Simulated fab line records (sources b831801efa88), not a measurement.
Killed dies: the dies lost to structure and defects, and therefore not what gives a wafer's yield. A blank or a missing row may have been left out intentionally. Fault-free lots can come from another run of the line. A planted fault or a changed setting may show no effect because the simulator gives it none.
Matching of chambers + flow sky130 + SKY_VIA3_CMP_24 on cmp-02: 4 sister chambers
The step polishes, stops on SiO2, t overpolish 20 s, target thk 0 nm. 4 wafers are shown with their chamber, then 11 later ones without.

== EACH WAFER AND ITS CHAMBER ==
| wafer  | chamber | motor_current_A (A) |
|--------|---------|---------------------|
| L139.3 | 0       | 12.4                |
| L140.3 | 2       | 9.9                 |
| L140.4 | 3       | 10.6                |
| L145.2 | 1       | 11.1                |

== WAFERS WHOSE CHAMBER IS MISSING ==
| wafer  | motor_current_A (A) |
|--------|---------------------|
| L145.3 | 10.1                |
| L145.5 | 10.9                |
| L144.1 | 10.4                |
| L144.3 | 11.1                |
| L144.6 | 11.5                |
| L147.3 | 10.9                |
| L147.5 | 11.5                |
| L147.6 | 11.0                |
| L148.1 | 12.1                |
| L148.2 | 10.7                |
| L148.4 | 11.4                |

== WHICH CHAMBER EACH ONE RAN IN ==
| wafer  | from the rows above     | in truth                   |
|--------|-------------------------|----------------------------|
| L145.3 | can't be placed: 2 or 3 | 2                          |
| L145.5 | can't be placed: 1 or 3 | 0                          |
| L144.1 | can't be placed: 3 or 2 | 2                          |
| L144.3 | 1                       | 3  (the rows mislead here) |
| L144.6 | 1                       | 1                          |
| L147.3 | can't be placed: 1 or 3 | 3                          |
| L147.5 | 1                       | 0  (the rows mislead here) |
| L147.6 | can't be placed: 1 or 3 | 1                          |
| L148.1 | 0                       | 0                          |
| L148.2 | can't be placed: 3 or 1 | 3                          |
| L148.4 | 1                       | 1                          |
Correctly placed: 3 of 11. Unplaceable from these rows: 6, with the true chamber sitting among the candidates in 5. 2 placed wrongly.
How it was worked out, from the rows above alone: a wafer's distance from a chamber is the root of the sum, over the readings, of the square of ((its reading less the chamber's mean) divided by the reading's scatter). The wafer belongs to the nearest chamber; if the next one is less than 2 further off, it can't be placed. The mean given for a chamber averages the wafers shown for that chamber. The scatter (one wafer shown for each chamber): square how far every hidden wafer sits from the nearest shown wafer, average those squares and take the square root.
